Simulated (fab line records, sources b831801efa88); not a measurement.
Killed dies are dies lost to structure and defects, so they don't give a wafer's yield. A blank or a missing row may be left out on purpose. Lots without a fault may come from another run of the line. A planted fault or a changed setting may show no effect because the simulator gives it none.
A struck lot beside a sound one | flow gf180mcu | 14 steps out of a route of 602
Sound: wafers L654.1, L654.2, L654.3. Struck: wafers L663.2, L663.3, L663.6. The cause comes at the end.
At each step with rows: each side's tool, then ch and its chambers, then its first start. Under that, the readings that differ: sound wafers | struck wafers | difference of the means | sigmas: that difference in standard deviations of wafers without a fault.
alike: readings whose means differ by less than 2 such deviations, and words and numbers that are the same on both sides. not compared: withheld readings, readings that some wafer has no value for, bounds like >300 that may hide the same value, and numbers for which the record gives no deviation and whose values overlap.
The two part at a step that has a row with sigmas, a row that says differs or no value, or rows on one side only. Numbers that don't overlap but have no deviation are shown without sigmas and don't part them. A reading that every wafer of one side lacks parts them only if that side has two wafers or more.

GF_M1_SPUTTER_01: material TiN, target thk 30 nm, time 25 s.
  sound on pvd_sputter-03, day 16 07:04; struck on pvd_sputter-04, day 20 02:16
  alike: throttle_valve_pct
GF_M1_SPUTTER_02: material AlCu, target thk 450 nm, time 23.9 s.
  sound on pvd_sputter-03, day 16 07:05; struck on pvd_sputter-04, day 20 02:18
  alike: throttle_valve_pct
GF_M1_SPUTTER_03: material Ti, target thk 10 nm, time 6.7 s.
  sound on pvd_sputter-03, day 16 07:07; struck on pvd_sputter-04, day 20 02:20
  alike: substrate_temp_c, throttle_valve_pct
GF_M1_SPUTTER_04: material TiN, target thk 50 nm, time 41.7 s.
  sound on pvd_sputter-03, day 16 07:08; struck on pvd_sputter-04, day 20 02:22
  alike: throttle_valve_pct
GF_M1_RS_MEAS_05: measures by four-point-probe.
  sound on film_metro-02, day 16 07:11; struck on film_metro-02, day 20 02:25
  alike: M1_ALCU_RS
GF_M1_THK_MEAS_06: measures by xrf.
  sound on film_metro-02, day 16 07:18; struck on film_metro-02, day 20 02:32
  alike: M1_ALCU_THK
then, 6 steps without rows for these wafers: GF_M1_DEHYDRATE_07 (time 60 s); GF_M1_HMDS_08 (prime time 60 s); GF_M1_COAT_09 (resist thk 1000 nm); GF_M1_SOFTBAKE_10 (time 60 s); GF_M1_EXPOSE_11 (exposes mask Metal1, target cd 230 nm); GF_M1_PEB_12 (peb time 90 s).
GF_M1_DEVELOP_13: develop time 60 s.
  sound on litho_track-03 ch 0, day 17 04:43; struck on litho_track-03, day 21 02:35
  no value came back on the struck wafers for chill_plate_temp_C (C), develop_time_s (s), developer_temp_C (C); on the sound wafers chill_plate_temp_C (C) reads 22.92 22.94 22.87
  reading                             | sound             | struck         | difference | sigmas
  model.KrF_of_M1_COAT_09.thk_nm (nm) | 982.8 978.1 980.1 | 1003 1001 1005 | +23        |
GF_M1_CD_MEAS_14: target cd 230 nm.
  sound on cd_sem-01, day 17 04:52; struck on cd_sem-01, day 21 02:44
  reading    | sound             | struck | difference                    | sigmas
  cd_nm (nm) | 230.1 230.5 230.2 | - - -  | no value on the struck wafers |

WHERE THEY PART
First at GF_M1_DEVELOP_13; last, within this record, at GF_M1_CD_MEAS_14.

WHY: what the simulator had put in
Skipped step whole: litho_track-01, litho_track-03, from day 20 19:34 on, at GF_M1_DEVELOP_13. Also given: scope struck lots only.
